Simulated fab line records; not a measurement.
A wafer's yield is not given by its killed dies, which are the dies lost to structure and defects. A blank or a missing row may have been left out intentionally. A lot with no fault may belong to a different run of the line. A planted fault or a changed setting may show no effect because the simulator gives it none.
fab line records    flow sfq-line
[record] lots = 5  wafers = 23
route steps=325 shown L0@6 L0V@17 M0@32 I0@48 M1@62 I1@77
start-h: hours from the record's first day to the start of the lot's first wafer shown    wait-h: hours elapsed since this lot's preceding step    " same as the row above    L1.1+2: several wafers, shown together as one row    - either no value or no given start    * or withheld: withheld    < > ~ a bound
route shown NAME@n: names a module that has steps shown in the file, with the first one's number in the route    usual: the fault-free wafers' mean and standard deviation    same: alike in all rows    chamber/n: place in a boat    sites: the reading at each site    _std_site: standard deviation across them    _edge_site: the outer-site mean with the inner-site mean subtracted    radius-mm: how far each site lies from the wafer's centre    mask NAME#n: copy n    behind: the last tool/chamber to shape the wafer    hold: what put the lot on hold/how long, in hours/how the hold closed    device: the transistor (n, p or np) that didn't switch    end of line: at the end of the route, the tests of the same wafers    a step given without rows: its recipe and nothing more    killed: the dies lost at the first sort to structure and to defects; this is not the yield of the wafer    map: the dies of a wafer, with x for killed, . for not killed, _ for no die there
set.NAME: the run value of the setting; set.NAME@STEP: its run value at that earlier step    model.NAME: the simulator's own value behind a step, which no gauge read
lots whose settings were changed on purpose; a table a step, a row a wafer
[[steps]]
[step SFQ_TRILAYER_L0_LITHO_COAT_010]
[recipe] resist = BARC  spin-rpm = 3000  resist-thk-nm = 62
lot.wafer  tool            chamber  start-h  wait-h  set.spin-rpm  model.BARC_of_TRILAYER_L0_LITHO_COAT_010.thk-nm
L074.2     litho-track-02  0        15.68    0.1     3107          60.99
L074.3     "               0        "        "       3107          61.01
L074.4     "               0        "        "       3000          62.06
L074.5     "               0        "        "       3107          60.84
L074.6     "               0        "        "       3000          62.17
L075.1     litho-track-02  0        17.74    0.1     3189          60.09
L075.3     "               0        "        "       3000          62.24
L075.4     "               0        "        "       3000          61.97
L075.5     "               0        "        "       3189          60.06
L075.6     "               0        "        "       3000          61.85
L078.1     litho-track-03  0        32.74    0.1     3000          61.7
L078.2     "               0        "        "       3000          61.77
L078.6     "               0        "        "       3000          61.81
L080.1     litho-track-03  0        42.74    0.1     3000          61.7
L080.2     "               0        "        "       2884          63.01
L080.4     "               0        "        "       2884          63.13
L080.5     "               0        "        "       2884          62.97
L080.6     "               0        "        "       3000          61.77
L084.1     litho-track-04  0        62.74    0.1     3075          61.14
L084.3     "               0        "        "       3075          61.05
L084.4     "               0        "        "       3000          61.82
L084.5     "               0        "        "       3000          61.77
L084.6     "               0        "        "       3075          61.19
[step SFQ_TRILAYER_L0_VIA_LITHO_COAT_018]
[recipe] resist = BARC  spin-rpm = 3000  resist-thk-nm = 62
lot.wafer  tool            chamber  start-h  wait-h  set.resist-thk-nm  model.BARC_of_TRILAYER_L0_VIA_LITHO_COAT_018.thk-nm
L074.2+6   litho-track-01  0        74.28    0.1     60.79              60.75
L074.3     "               0        "        "       62                 62.01
L074.4     "               0        "        "       60.79              60.68
L074.5     "               0        "        "       62                 62.03
L075.1     litho-track-01  0        79.25    0.0     62                 62.19
L075.3     "               0        "        "       64.02              64.22
L075.4     "               0        "        "       62                 61.95
L075.5+6   "               0        "        "       64.02              64.31
L078.1     litho-track-02  0        99.67    0.3     62                 62.03
L078.2     "               0        "        "       62                 62.12
L078.6     "               0        "        "       62                 61.97
L080.1     litho-track-01  0        114.83   0.0     62                 61.92
L080.2+6   "               0        "        "       62                 61.8
L080.4     "               0        "        "       62                 62
L080.5     "               0        "        "       62                 62.03
L084.1     litho-track-01  0        139.05   0.2     62                 61.82
L084.3     "               0        "        "       62                 61.98
L084.4     "               0        "        "       65.36              65
L084.5     "               0        "        "       62                 61.87
L084.6     "               0        "        "       65.36              65.07
[step SFQ_TRILAYER_L0_VIA_LITHO_PEB_016]
[recipe] peb-temp-c = 115  peb-time-s = 60  resist = KrF
lot.wafer       tool            chamber  start-h  wait-h  set.peb-temp-c
L074.2+3+6      litho-track-01  0        146.12   0.8     115
L074.4+5        "               0        "        "       116.3
L075.1+3+6      litho-track-02  0        154.50   1.0     115
L075.4+5        "               0        "        "       111.9
L078.1+2+6      litho-track-03  0        184.50   1.0     115
L080.1+2+4+5+6  litho-track-02  0        198.90   1.0     115
L084.1+6        litho-track-02  0        232.50   1.0     112.4
L084.3+4+5      "               0        "        "       115
[step SFQ_TRILAYER_L0_VIA_LITHO_DEVELOP_015]
[recipe] time-s = 60  resist = KrF
[step SFQ_TRILAYER_L0_VIA_BARC_OPEN_VIA_ETCH_021]
[recipe] mask-material = PR  chemistry = O2  target-depth-nm = 125  target = BARC  source-w = 500  bias-w = 80  pressure-mtorr = 30  time-s = 41.7
[usual] oes-product-au = 0.686/0.0045
lot.wafer  tool         chamber  start-h  wait-h  set.resist-thk-nm@TRILAYER_L0_VIA_LITHO_COAT_018  set.peb-temp-c@TRILAYER_L0_VIA_LITHO_PEB_016  oes-product-au  model.L0V.cd-nm
L074.2     rie-diel-03  3        146.44   0.0     60.79                                             115                                           0.682           699.4
L074.3     "            0        "        "       62                                                115                                           0.683           698.1
L074.4     "            1        "        "       60.79                                             116.3                                         0.676           721.6
L074.5     "            3        "        "       62                                                116.3                                         0.695           722.3
L074.6     "            0        "        "       60.79                                             115                                           0.680           697.7
L075.1     rie-diel-03  0        154.84   0.0     62                                                115                                           0.679           698.8
L075.3     "            3        "        "       64.02                                             115                                           0.693           700.6
L075.4     "            1        "        "       62                                                111.9                                         0.692           635.4
L075.5     "            0        "        "       64.02                                             111.9                                         0.699           635.9
L075.6     "            3        "        "       64.02                                             115                                           0.693           700.1
L078.1     rie-diel-01  2        184.84   0.0     62                                                115                                           0.689           700.6
L078.2     "            3        "        "       62                                                115                                           0.691           700.9
L078.6     "            0        "        "       62                                                115                                           0.691           700.6
L080.1     rie-diel-03  1        199.24   0.0     62                                                115                                           0.685           700.4
L080.2     "            0        "        "       62                                                115                                           0.681           700.2
L080.4     "            2        "        "       62                                                115                                           0.682           700.2
L080.5     "            3        "        "       62                                                115                                           0.685           701.5
L080.6     "            2        "        "       62                                                115                                           0.681           700.2
L084.1     rie-diel-01  2        232.84   0.0     62                                                112.4                                         0.686           645.4
L084.3     "            3        "        "       62                                                115                                           0.681           696.6
L084.4     "            3        "        "       65.36                                             115                                           0.705           696.5
L084.5     "            1        "        "       62                                                115                                           0.683           700
L084.6     "            2        "        "       65.36                                             112.4                                         0.711           644.7
[step SFQ_TRILAYER_M0_LITHO_COAT_026]
[recipe] resist = BARC  spin-rpm = 3000  resist-thk-nm = 62
lot.wafer  tool            chamber  start-h  wait-h  set.resist-thk-nm  model.BARC_of_TRILAYER_M0_LITHO_COAT_026.thk-nm
L074.2     litho-track-04  0        147.66   0.1     60.02              60.05
L074.3     "               0        "        "       60.02              60.21
L074.4     "               0        "        "       62                 61.83
L074.5     "               0        "        "       60.02              60.01
L074.6     "               0        "        "       62                 62.04
L075.1     litho-track-01  0        155.99   0.1     62                 61.64
L075.3     "               0        "        "       62                 61.67
L075.4     "               0        "        "       60.81              60.41
L075.5     "               0        "        "       62                 61.55
L075.6     "               0        "        "       60.81              60.32
L078.1     litho-track-01  0        185.99   0.1     62                 62.17
L078.2     "               0        "        "       62                 62.26
L078.6     "               0        "        "       62                 62.18
L080.1     litho-track-04  0        200.41   0.1     62                 61.48
L080.2     "               0        "        "       59.89              59.61
L080.4     "               0        "        "       59.89              59.51
L080.5     "               0        "        "       62                 61.73
L080.6     "               0        "        "       59.89              59.73
L084.1     litho-track-01  0        233.99   0.1     62                 62.27
L084.3     "               0        "        "       63.84              64.2
L084.4     "               0        "        "       62                 62.31
L084.5     "               0        "        "       63.84              64.06
L084.6     "               0        "        "       63.84              64.04
[step SFQ_TRILAYER_M0_BARC_OPEN_METAL_ETCH_031]
[recipe] mask-material = PR  chemistry = O2  target-depth-nm = 125  target = BARC  icp-w = 600  bias-w = 80  pressure-mtorr = 10  time-s = 41.7
lot.wafer  tool          chamber  start-h  wait-h  set.icp-w  model.KrF_of_TRILAYER_M0_LITHO_COAT_021.thk-nm
L074.2     rie-metal-04  1        149.89   0.0     654.7      513.4
L074.3     "             0        "        "       600        519.3
L074.4     "             1        "        "       600        521
L074.5     "             1        "        "       600        520.5
L074.6     "             0        "        "       654.7      515.7
L075.1     rie-metal-03  0        158.28   0.0     600        523.3
L075.3     "             0        "        "       624.1      517.6
L075.4     "             1        "        "       624.1      518.5
L075.5     "             1        "        "       624.1      517.9
L075.6     "             0        "        "       600        519.9
L078.1     rie-metal-03  0        188.28   0.0     600        519.7
L078.2     "             1        "        "       600        519.5
L078.6     "             0        "        "       600        519
L080.1     rie-metal-01  1        202.69   0.0     600        519.3
L080.2     "             0        "        "       671.5      509.8
L080.4     "             0        "        "       600        517.8
L080.5     "             1        "        "       600        518.3
L080.6     "             0        "        "       671.5      513.8
L084.1     rie-metal-04  1        247.01   0.0     600        521.6
L084.3     "             0        "        "       646.3      518
L084.4     "             1        "        "       600        520.1
L084.5     "             1        "        "       600        520.9
L084.6     "             0        "        "       646.3      518.1
[step SFQ_TRILAYER_I0_VIA_LITHO_COAT_031]
[recipe] resist = KrF  spin-rpm = 3000  resist-thk-nm = 650
lot.wafer  tool            chamber  start-h  wait-h  set.spin-rpm  model.KrF_of_TRILAYER_I0_VIA_LITHO_COAT_031.thk-nm
L074.2     litho-track-04  0        159.92   0.2     3098          638
L074.3     "               0        "        "       3000          648.9
L074.4     "               0        "        "       3098          637.8
L074.5     "               0        "        "       3000          647.5
L074.6     "               0        "        "       3000          648.5
L075.1     litho-track-02  0        165.89   0.2     3163          629.8
L075.3     "               0        "        "       3163          630.6
L075.4     "               0        "        "       3000          647.9
L075.5     "               0        "        "       3000          646.2
L075.6     "               0        "        "       3000          645.4
L078.1     litho-track-02  0        193.98   0.2     3000          648.5
L078.2     "               0        "        "       3000          649.7
L078.6     "               0        "        "       3000          651.2
L080.1     litho-track-02  0        208.35   0.2     3128          636.7
L080.2     "               0        "        "       3000          648.4
L080.4     "               0        "        "       3000          648.8
L080.5     "               0        "        "       3000          649.1
L080.6     "               0        "        "       3128          635.7
L084.1     litho-track-02  0        257.19   0.2     3086          642.2
L084.3     "               0        "        "       3000          651.7
L084.4     "               0        "        "       3000          651.2
L084.5     "               0        "        "       3086          641.5
L084.6     "               0        "        "       3086          640
[step SFQ_TRILAYER_I0_VIA_LITHO_PEB_034]
[recipe] peb-temp-c = 115  peb-time-s = 60  resist = KrF
lot.wafer       tool            chamber  start-h  wait-h  set.peb-temp-c
L074.2+5        litho-track-01  0        254.12   0.8     117.6
L074.3+4+6      "               0        "        "       115
L075.1+4+5      litho-track-01  0        263.70   1.0     115
L075.3+6        "               0        "        "       114
L078.1+2+6      litho-track-02  0        300.22   1.0     115
L080.1+2+4+5+6  litho-track-02  0        317.45   1.0     115
L084.1+3+4+5+6  litho-track-02  0        355.85   1.0     115
[step SFQ_TRILAYER_I0_VIA_LITHO_DEVELOP_033]
[recipe] time-s = 60  resist = KrF
[step SFQ_TRILAYER_I0_VIA_BARC_OPEN_VIA_ETCH_046]
[recipe] mask-material = PR  chemistry = O2  target-depth-nm = 125  target = BARC  source-w = 500  bias-w = 80  pressure-mtorr = 30  time-s = 41.7
lot.wafer   tool         chamber  start-h  wait-h  set.peb-temp-c@TRILAYER_I0_VIA_LITHO_PEB_034  model.I0.cd-nm
L074.2      rie-diel-03  0        254.44   0.0     117.6                                         545.8
L074.3      "            3        "        "       115                                           500.2
L074.4      "            0        "        "       115                                           503.5
L074.5      "            1        "        "       117.6                                         544.6
L074.6      "            3        "        "       115                                           500.8
L075.1      rie-diel-04  3        264.04   0.0     115                                           499.2
L075.3      "            1        "        "       114                                           481.3
L075.4      "            0        "        "       115                                           500.5
L075.5      "            0        "        "       115                                           500.1
L075.6      "            1        "        "       114                                           479.9
L078.1      rie-diel-02  1        300.56   0.0     115                                           502.3
L078.2      "            0        "        "       115                                           501.3
L078.6      "            0        "        "       115                                           501.8
L080.1      rie-diel-03  0        317.79   0.0     115                                           503.5
L080.2      "            1        "        "       115                                           499.5
L080.4      "            2        "        "       115                                           500.5
L080.5      "            1        "        "       115                                           502.7
L080.6      "            0        "        "       115                                           503.1
L084.1+5+6  rie-diel-03  2,2,3    356.19   0.0     115                                           501.6
L084.3      "            0        "        "       115                                           500.8
L084.4      "            3        "        "       115                                           500.1
[step SFQ_TRILAYER_I0_VIA_ETCH_VIA_ETCH_034]
[recipe] target = SiO2  stop-on = Nb  mask-material = PR  taper-deg = 20  chemistry = CHF3  target-depth-nm = 260  source-w = 500  bias-w = 80  pressure-mtorr = 30  time-s = withheld
lot.wafer  tool         chamber  start-h  wait-h  set.source-w  set.spin-rpm@TRILAYER_I0_VIA_LITHO_COAT_031  model.KrF_of_TRILAYER_I0_VIA_LITHO_COAT_031.thk-nm
L074.2     rie-diel-03  0        254.48   0.0     500           3098                                         516.4
L074.3     "            3        "        "       500           3000                                         529.6
L074.4     "            0        "        "       500           3098                                         516.6
L074.5     "            1        "        "       500           3000                                         525.9
L074.6     "            3        "        "       500           3000                                         529.8
L075.1     rie-diel-04  3        264.08   0.0     556.1         3163                                         507
L075.3     "            1        "        "       500           3163                                         507.5
L075.4     "            0        "        "       500           3000                                         527
L075.5     "            0        "        "       556.1         3000                                         523.6
L075.6     "            1        "        "       556.1         3000                                         521
L078.1     rie-diel-02  1        300.60   0.0     500           3000                                         526.8
L078.2     "            0        "        "       500           3000                                         527
L078.6     "            0        "        "       500           3000                                         529.2
L080.1     rie-diel-03  0        317.83   0.0     500           3128                                         515.5
L080.2     "            1        "        "       500           3000                                         526.6
L080.4     "            2        "        "       500           3000                                         525.1
L080.5     "            1        "        "       500           3000                                         527
L080.6     "            0        "        "       500           3128                                         515
L084.1     rie-diel-03  2        356.23   0.0     538.3         3086                                         517.3
L084.3     "            0        "        "       500           3000                                         531.1
L084.4     "            3        "        "       500           3000                                         532
L084.5     "            2        "        "       500           3086                                         517
L084.6     "            3        "        "       538.3         3086                                         519.7
[step SFQ_TRILAYER_M1_LITHO_COAT_044]
[recipe] resist = BARC  spin-rpm = 3000  resist-thk-nm = 62
lot.wafer  tool            chamber  start-h  wait-h  set.spin-rpm  model.BARC_of_TRILAYER_M1_LITHO_COAT_044.thk-nm
L074.2     litho-track-04  0        255.71   0.1     2884          63
L074.3     "               0        "        "       3000          61.77
L074.4     "               0        "        "       2884          62.98
L074.5     "               0        "        "       3000          61.43
L074.6     "               0        "        "       2884          62.97
L075.1     litho-track-02  0        265.26   0.1     3000          62.11
L075.3     "               0        "        "       3101          60.98
L075.4     "               0        "        "       3101          61.05
L075.5     "               0        "        "       3000          61.98
L075.6     "               0        "        "       3101          61.18
L078.1     litho-track-04  0        301.80   0.1     3000          61.82
L078.2     "               0        "        "       3000          61.94
L078.6     "               0        "        "       3000          61.76
L080.1     litho-track-04  0        319.01   0.1     3000          61.94
L080.2     "               0        "        "       3000          61.86
L080.4+5   "               0        "        "       3000          62.09
L080.6     "               0        "        "       3000          62
L084.1     litho-track-03  0        357.41   0.1     3000          62.23
L084.3     "               0        "        "       3000          62.04
L084.4     "               0        "        "       3000          62.21
L084.5     "               0        "        "       3000          62
L084.6     "               0        "        "       3000          62.05
[step SFQ_TRILAYER_I1_VIA_LITHO_COAT_054]
[recipe] resist = BARC  spin-rpm = 3000  resist-thk-nm = 62
lot.wafer  tool            chamber  start-h  wait-h  set.spin-rpm  model.BARC_of_TRILAYER_I1_VIA_LITHO_COAT_054.thk-nm
L074.2     litho-track-01  0        279.42   0.8     3000          62.2
L074.3     "               0        "        "       2871          63.6
L074.4     "               0        "        "       3000          62.24
L074.5     "               0        "        "       3000          62.15
L074.6     "               0        "        "       2871          63.74
L075.1     litho-track-01  0        295.89   1.0     3000          62.34
L075.3     "               0        "        "       2788          64.95
L075.4     "               0        "        "       3000          62.32
L075.5     "               0        "        "       2788          64.59
L075.6     "               0        "        "       3000          62.35
L078.1     litho-track-01  0        313.89   1.0     3000          62.02
L078.2     "               0        "        "       3000          62.21
L078.6     "               0        "        "       3000          62.23
L080.1     litho-track-01  0        333.09   1.0     3000          62.08
L080.2     "               0        "        "       3000          62.18
L080.4     "               0        "        "       3000          62.04
L080.5     "               0        "        "       3000          62.15
L080.6     "               0        "        "       3000          62.24
L084.1+4   litho-track-01  0        383.95   1.0     3000          62.21
L084.3     "               0        "        "       2804          64.21
L084.5     "               0        "        "       2804          64.45
L084.6     "               0        "        "       2804          64.4
[step SFQ_TRILAYER_I1_VIA_LITHO_EXPOSE_050]
[recipe] mask-id = I1  na = 0.6  source-shape = conventional  sigma-outer = 0.65  target-cd-nm = 500  dose-mj = 21.3
lot.wafer       tool            chamber  start-h  wait-h  mask  set.dose-mj
L074.2+3+4+5+6  krf-scanner-01  0        393.25   -       I1#0  21.3
L075.1+3+5      krf-scanner-01  0        419.45   -       I1#0  21.94
L075.4+6        "               0        "        "       I1#0  21.3
L078.1+2+6      krf-scanner-01  0        442.25   -       I1#0  21.3
L080.1+4        krf-scanner-01  0        470.10   -       I1#0  21.3
L080.2+5+6      "               0        "        "       I1#0  22.79
L084.1+3+4      krf-scanner-02  0        536.98   -       I1#0  21.3
L084.5+6        "               0        "        "       I1#0  20.77
[step SFQ_TRILAYER_I1_VIA_LITHO_PEB_052]
[recipe] peb-temp-c = 115  peb-time-s = 60  resist = KrF
[step SFQ_TRILAYER_I1_VIA_LITHO_DEVELOP_051]
[recipe] time-s = 60  resist = KrF
[step SFQ_TRILAYER_I1_VIA_BARC_OPEN_VIA_ETCH_071]
[recipe] mask-material = PR  chemistry = O2  target-depth-nm = 125  target = BARC  source-w = 511.5  bias-w = 80  pressure-mtorr = 30  time-s = 41.7
lot.wafer  tool         chamber  start-h  wait-h  set.spin-rpm@TRILAYER_I1_VIA_LITHO_COAT_054  set.dose-mj@TRILAYER_I1_VIA_LITHO_EXPOSE_050  model.I1.cd-nm  model.etch.depth-nm
L074.2     rie-diel-01  0        394.59   0.0     3000                                         21.3                                          496.7           -
L074.3     "            2        "        "       2871                                         21.3                                          498.3           -
L074.4     "            3        "        "       3000                                         21.3                                          498.1           62.24
L074.5     "            0        "        "       3000                                         21.3                                          497.4           -
L074.6     "            1        "        "       2871                                         21.3                                          497.7           63.74
L075.1     rie-diel-02  0        420.99   0.0     3000                                         21.94                                         504.9           -
L075.3     "            1        "        "       2788                                         21.94                                         505.4           -
L075.4     "            3        "        "       3000                                         21.3                                          501.2           62.32
L075.5     "            1        "        "       2788                                         21.94                                         505.5           -
L075.6     "            0        "        "       3000                                         21.3                                          500.6           -
L078.1     rie-diel-01  2        443.79   0.0     3000                                         21.3                                          499.4           62.02
L078.2     "            3        "        "       3000                                         21.3                                          502.1           62.21
L078.6     "            1        "        "       3000                                         21.3                                          499.1           62.23
L080.1     rie-diel-03  0        471.64   0.0     3000                                         21.3                                          501.9           -
L080.2     "            1        "        "       3000                                         22.79                                         511.5           -
L080.4     "            2        "        "       3000                                         21.3                                          500.4           -
L080.5     "            0        "        "       3000                                         22.79                                         513.3           62.15
L080.6     "            1        "        "       3000                                         22.79                                         512.8           -
L084.1     rie-diel-01  3        538.52   0.0     3000                                         21.3                                          499.1           62.21
L084.3     "            0        "        "       2804                                         21.3                                          498.5           64.21
L084.4     "            0        "        "       3000                                         21.3                                          499.4           62.21
L084.5     "            2        "        "       2804                                         20.77                                         494.5           64.45
L084.6     "            3        "        "       2804                                         20.77                                         495.9           64.4
[step SFQ_TRILAYER_I1_VIA_ETCH_VIA_ETCH_052]
[recipe] target = SiO2  stop-on = Nb  mask-material = PR  taper-deg = 20  chemistry = CHF3  target-depth-nm = 260  source-w = 500  bias-w = 80  pressure-mtorr = 30  time-s = withheld
lot.wafer  tool         chamber  start-h  wait-h  set.bias-w  set.dose-mj@TRILAYER_I1_VIA_LITHO_EXPOSE_050  model.I1.cd-nm
L074.2     rie-diel-01  0        394.63   0.0     80          21.3                                          495.8
L074.3     "            2        "        "       80          21.3                                          497.3
L074.4     "            3        "        "       71.28       21.3                                          500
L074.5     "            0        "        "       71.28       21.3                                          497.1
L074.6     "            1        "        "       80          21.3                                          496.3
L075.1     rie-diel-02  0        421.03   0.0     80          21.94                                         504.1
L075.3     "            1        "        "       87.02       21.94                                         504.9
L075.4     "            3        "        "       87.02       21.3                                          501
L075.5     "            1        "        "       87.02       21.94                                         504.5
L075.6     "            0        "        "       80          21.3                                          499.7
L078.1     rie-diel-01  2        443.83   0.0     80          21.3                                          498.1
L078.2     "            3        "        "       80          21.3                                          503.4
L078.6     "            1        "        "       80          21.3                                          497.6
L080.1     rie-diel-03  0        471.68   0.0     73.54       21.3                                          501.1
L080.2     "            1        "        "       73.54       22.79                                         509.6
L080.4     "            2        "        "       73.54       21.3                                          499
L080.5     "            0        "        "       80          22.79                                         512.5
L080.6     "            1        "        "       80          22.79                                         511
L084.1     rie-diel-01  3        538.56   0.0     80          21.3                                          501.5
L084.3     "            0        "        "       80          21.3                                          499.3
L084.4     "            0        "        "       80          21.3                                          499.9
L084.5     "            2        "        "       80          20.77                                         495.4
L084.6     "            3        "        "       80          20.77                                         498.7
[[key]]
[split] step = SFQ_TRILAYER_L0_LITHO_COAT_010  setting = spin-rpm  stated = 3000  by = wafer
[response] step = SFQ_TRILAYER_L0_LITHO_COAT_010  reading = model.BARC_of_TRILAYER_L0_LITHO_COAT_010.thk-nm  change = -0.314  per = 1%  r = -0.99
[split] step = SFQ_TRILAYER_L0_VIA_LITHO_COAT_018  setting = resist-thk-nm  stated = 62  by = wafer
[response] step = SFQ_TRILAYER_L0_VIA_LITHO_COAT_018  reading = model.BARC_of_TRILAYER_L0_VIA_LITHO_COAT_018.thk-nm  change = +0.612  per = 1%  r = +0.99
[response] step = SFQ_TRILAYER_L0_VIA_BARC_OPEN_VIA_ETCH_021  reading = oes-product-au  change = +0.00415  per = 1%  r = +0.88
[split] step = SFQ_TRILAYER_L0_VIA_LITHO_PEB_016  setting = peb-temp-c  stated = 115  by = wafer
[response] step = SFQ_TRILAYER_L0_VIA_BARC_OPEN_VIA_ETCH_021  reading = model.L0V.cd-nm  change = +23.3  per = 1%  r = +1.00
[split] step = SFQ_TRILAYER_M0_LITHO_COAT_026  setting = resist-thk-nm  stated = 62  by = wafer
[response] step = SFQ_TRILAYER_M0_LITHO_COAT_026  reading = model.BARC_of_TRILAYER_M0_LITHO_COAT_026.thk-nm  change = +0.597  per = 1%  r = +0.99
[split] step = SFQ_TRILAYER_M0_BARC_OPEN_METAL_ETCH_031  setting = icp-w  stated = 600  by = wafer
[response] step = SFQ_TRILAYER_M0_BARC_OPEN_METAL_ETCH_031  reading = model.KrF_of_TRILAYER_M0_LITHO_COAT_021.thk-nm  change = -0.557  per = 1%  r = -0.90
[split] step = SFQ_TRILAYER_I0_VIA_LITHO_COAT_031  setting = spin-rpm  stated = 3000  by = wafer
[response] step = SFQ_TRILAYER_I0_VIA_LITHO_COAT_031  reading = model.KrF_of_TRILAYER_I0_VIA_LITHO_COAT_031.thk-nm  change = -3.09  per = 1%  r = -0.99
[response] step = SFQ_TRILAYER_I0_VIA_ETCH_VIA_ETCH_034  reading = model.KrF_of_TRILAYER_I0_VIA_LITHO_COAT_031.thk-nm  change = -3.22  per = 1%  r = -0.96
[split] step = SFQ_TRILAYER_I0_VIA_LITHO_PEB_034  setting = peb-temp-c  stated = 115  by = wafer
[response] step = SFQ_TRILAYER_I0_VIA_BARC_OPEN_VIA_ETCH_046  reading = model.I0.cd-nm  change = +19.7  per = 1%  r = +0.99
[split] step = SFQ_TRILAYER_I0_VIA_ETCH_VIA_ETCH_034  setting = source-w  stated = 500  by = wafer
response none clear
[split] step = SFQ_TRILAYER_M1_LITHO_COAT_044  setting = spin-rpm  stated = 3000  by = wafer
[response] step = SFQ_TRILAYER_M1_LITHO_COAT_044  reading = model.BARC_of_TRILAYER_M1_LITHO_COAT_044.thk-nm  change = -0.327  per = 1%  r = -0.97
[split] step = SFQ_TRILAYER_I1_VIA_LITHO_COAT_054  setting = spin-rpm  stated = 3000  by = wafer
[response] step = SFQ_TRILAYER_I1_VIA_LITHO_COAT_054  reading = model.BARC_of_TRILAYER_I1_VIA_LITHO_COAT_054.thk-nm  change = -0.338  per = 1%  r = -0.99
[response] step = SFQ_TRILAYER_I1_VIA_BARC_OPEN_VIA_ETCH_071  reading = model.etch.depth-nm  change = -0.331  per = 1%  r = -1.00
[split] step = SFQ_TRILAYER_I1_VIA_LITHO_EXPOSE_050  setting = dose-mj  stated = 21.3  by = wafer
[response] step = SFQ_TRILAYER_I1_VIA_BARC_OPEN_VIA_ETCH_071  reading = model.I1.cd-nm  change = +1.59  per = 1%  r = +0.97
[response] step = SFQ_TRILAYER_I1_VIA_ETCH_VIA_ETCH_052  reading = model.I1.cd-nm  change = +1.52  per = 1%  r = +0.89
[split] step = SFQ_TRILAYER_I1_VIA_ETCH_VIA_ETCH_052  setting = bias-w  stated = 80  by = wafer
response none clear
